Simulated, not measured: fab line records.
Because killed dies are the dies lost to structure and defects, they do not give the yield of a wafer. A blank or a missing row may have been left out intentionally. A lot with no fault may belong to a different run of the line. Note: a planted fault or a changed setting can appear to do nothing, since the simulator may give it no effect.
The tool behind it: which one? -- flow gf180mcu -- Sampling: 13 lots, 39 wafers, 6 of 602 route steps

WHAT EACH GAUGE READ, for each wafer
GF_STI_THK_MEAS_02. Usual: STI_OXIDATION_THK 10.04 nm, standard deviation 0.22.
lot,measured,on,STI_OXIDATION_THK (nm),flag
L127,day 1 16:31,film_metro-02,10.30 10.10 10.27,
L128,day 1 21:32,film_metro-04,9.94 9.80 9.83,
L129,day 2 02:31,film_metro-02,10.16 10.05 10.09,
L134,day 3 04:19,film_metro-03,10.16 10.01 10.03,
L135,day 3 08:41,film_metro-02,9.80 9.96 9.89,
L137,day 3 19:11,film_metro-02,10.28 10.32 10.26,
L138,day 3 23:31,film_metro-03,9.87 9.95 9.90,
L139,day 4 05:01,film_metro-02,10.11 10.02 10.17,
L140,day 4 09:31,film_metro-04,10.37 10.30 9.98,
L141,day 4 15:38,film_metro-04,10.04 10.06 10.00,
L147,day 5 20:31,film_metro-02,10.16 10.17 10.23,
L148,day 6 02:12,film_metro-02,9.64 9.61 9.55,
L149,day 6 07:07,film_metro-02,9.85 9.84 9.95,

GF_STI_THK_MEAS_30. Usual: STI_OXIDATION_02_THK 10.02 nm, standard deviation 0.17.
lot,measured,on,STI_OXIDATION_02_THK (nm),flag
L127,day 2 14:16,film_metro-04,9.94 9.93 9.81,
L128,day 2 17:07,film_metro-04,9.88 9.95 9.96,
L129,day 2 21:17,film_metro-02,10.12 10.00 9.90,
L134,day 4 00:44,film_metro-04,10.08 10.14 9.92,
L135,day 4 03:53,film_metro-03,10.14 9.96 10.03,
L137,day 4 17:56,film_metro-03,10.09 9.96 9.99,
L138,day 4 22:21,film_metro-03,10.14 10.20 10.22,
L139,day 5 02:28,film_metro-03,9.81 9.88 9.90,
L140,day 5 06:13,film_metro-04,10.10 10.15 10.24,
L141,day 5 12:46,film_metro-04,9.70 9.91 10.03,
L147,day 6 18:02,film_metro-04,10.05 10.11 10.17,
L148,day 6 23:41,film_metro-02,10.18 10.01 10.08,
L149,day 7 04:18,film_metro-03,10.25 10.23 10.03,

GF_NWELL_TW_MEAS_11. Usual: NWELL_TW 1573, standard deviation 7.3.
lot,measured,on,NWELL_TW,flag
L127,day 3 16:22,film_metro-01,1565 1574 1574,
L128,day 3 19:13,film_metro-01,1583 1573 1574,
L129,day 3 23:59,film_metro-02,1567 1574 1569,
L134,day 5 04:42,film_metro-01,1582 1581 1575,
L135,day 5 07:26,film_metro-03,1578 1564 1567,
L137,day 5 22:45,film_metro-01,1570 1570 1575,
L138,day 6 03:05,film_metro-03,1582 1576 1569,
L139,day 6 07:37,film_metro-01,1593 1588 1582,
L140,day 6 12:02,film_metro-01,1576 1575 1574,
L141,day 6 19:07,film_metro-01,1578 1580 1581,
L147,day 8 01:12,film_metro-03,1576 1578 1575,
L148,day 8 06:48,film_metro-03,1941 1929 1940 1940 1930 1942,OFF
L149,day 8 12:49,film_metro-01,1943 1952 1952 1941 1937 1936,OFF

GF_MVPSD_OVL_MEAS_07. Usual: MVPSD_OVL -0.4 nm, standard deviation 1.1.
lot,measured,on,MVPSD_OVL (nm),flag
L127,day 5 08:18,overlay-02,0.1 0.5 -0.5,
L128,day 5 13:48,overlay-01,-0.3 0.1 0.3,
L129,day 5 18:07,overlay-02,-1.5 -0.2 -1.1,
L134,day 7 01:09,overlay-01,1.2 0.1 -1.6,
L135,day 7 04:54,overlay-01,1.9 -1.4 -1.0,
L137,day 7 21:44,overlay-02,-0.6 -1.5 -0.6,
L138,day 8 01:59,overlay-02,-1.8 0.2 -2.0,
L139,day 8 06:35,overlay-02,-0.9 -0.7 2.0,
L140,day 8 11:53,overlay-02,-1.8 -0.1 1.1,
L141,day 8 20:17,overlay-02,1.7 0.0 -1.2,
L147,day 10 03:55,overlay-02,1.6 -0.3 0.3,

WHICH TOOL RAN EACH LOT (tool, then ch and the chambers of the sampled wafers, then the start)
lot,GF_DNWELL_COAT_02,GF_DNWELL_STRIP_08
L127,"litho_track-03 ch 0, day 2 19:29","plasma_asher-01 ch 0,1, day 3 02:08"
L128,"litho_track-03 ch 0, day 2 23:01","plasma_asher-04 ch 0,1, day 3 05:53"
L129,"litho_track-04 ch 0, day 3 03:56","plasma_asher-01 ch 0,1, day 3 10:23"
L134,"litho_track-01 ch 0, day 4 07:13","plasma_asher-01 ch 0,1, day 4 14:08"
L135,"litho_track-01 ch 0, day 4 10:20","plasma_asher-04 ch 0,1, day 4 17:14"
L137,"litho_track-01 ch 0, day 5 00:43","plasma_asher-02 ch 0,1, day 5 08:05"
L138,"litho_track-01 ch 0, day 5 04:44","plasma_asher-04 ch 0,1, day 5 12:11"
L139,"litho_track-03 ch 0, day 5 09:04","plasma_asher-02 ch 1, day 5 16:41"
L140,"litho_track-04 ch 0, day 5 13:14","plasma_asher-02 ch 0,1, day 5 20:49"
L141,"litho_track-01 ch 0, day 5 19:53","plasma_asher-02 ch 0,1, day 6 03:47"
L147,"litho_track-04 ch 0, day 7 00:51","plasma_asher-01 ch 0,1, day 7 08:41"
L148,"litho_track-01 ch 0, day 7 06:40","plasma_asher-01 ch 0,1, day 7 14:47"
L149,"litho_track-01 ch 0, day 7 11:52","plasma_asher-01 ch 0,1, day 7 19:52"
- GF_DNWELL_COAT_02: resist thk 3000 nm.
- GF_DNWELL_STRIP_08: strips in O2/N2.

WHAT THE TOOLS THEMSELVES READ (means of the sampled wafers that have a number; where no wafer has one, the mark that the record gives instead)
GF_DNWELL_STRIP_08. Usual: drypump_motor_current_A 5.6 A, standard deviation 0.31; heater_power_w 358 W, standard deviation 25; o2_flow_sccm 3002 sccm, standard deviation 8.5; oes_product_au 0.722 a.u., standard deviation 0.0048; platen_temp_c 250.02 C, standard deviation 0.17; strip_time_to_endpoint_s 36.95 s, standard deviation 0.11.
lot,tool,drypump_motor_current_A (A),heater_power_w (W),o2_flow_sccm (sccm),oes_product_au (a.u.),platen_temp_c (C),strip_time_to_endpoint_s (s),flag
L127,plasma_asher-01,5.5,336,3001,0.724,250.03,37.12,
L128,plasma_asher-04,5.6,377,3006,0.719,249.92,36.89,
L129,plasma_asher-01,5.5,342,2995,0.718,249.77,37.04,
L134,plasma_asher-01,5.5,340,3013,0.725,250.02,36.86,
L135,plasma_asher-04,5.7,392,3007,0.722,250.07,36.93,
L137,plasma_asher-02,5.9,338,2997,0.724,250.08,36.89,
L138,plasma_asher-04,5.6,378,3006,0.724,250.21,37.06,
L139,plasma_asher-02,6.1,338,3000,0.721,250.27,36.97,
L140,plasma_asher-02,5.9,346,2995,0.723,250.19,37.07,
L141,plasma_asher-02,5.9,343,3001,0.723,249.95,36.89,
L147,plasma_asher-01,5.3,341,3002,0.719,250.02,37.07,
L148,plasma_asher-01,5.3,340,2998,0.712,250.13,16.69,OFF
L149,plasma_asher-01,5.3,339,3001,0.720,249.94,16.77,OFF

THE ANSWER, worked out from the rows above alone
Rule: a lot counts as off when the mean over its wafers that have a number is more than 3 standard deviations away from the usual mean. Also off: a lot with no number at a reading for which 4 or more lots have one. Any other lot the step has rows for is counted as sound. After the gauges, taken in route order, come the tools' own readings; for these a lot's mean is taken, as printed above. The first step at which some lot is off is used, and at that step the reading that is off furthest; a lot without a number counts as furthest.
Off: at GF_NWELL_TW_MEAS_11 (NWELL_TW), L148, L149.
If a tool, at a process step before that reading, ran all the lots that are off and no sound lot after the first of them, it fits. Not tried: the gauges at GF_NWELL_TW_MEAS_11; whatever is off there is also off at GF_DNWELL_STRIP_08, on other tools, and gauge error can't account for it. This does not decide it: 2 tools fit, namely litho_track-01 at GF_DNWELL_COAT_02 and plasma_asher-01 at GF_DNWELL_STRIP_08.

WHAT THE SIMULATOR PUT IN
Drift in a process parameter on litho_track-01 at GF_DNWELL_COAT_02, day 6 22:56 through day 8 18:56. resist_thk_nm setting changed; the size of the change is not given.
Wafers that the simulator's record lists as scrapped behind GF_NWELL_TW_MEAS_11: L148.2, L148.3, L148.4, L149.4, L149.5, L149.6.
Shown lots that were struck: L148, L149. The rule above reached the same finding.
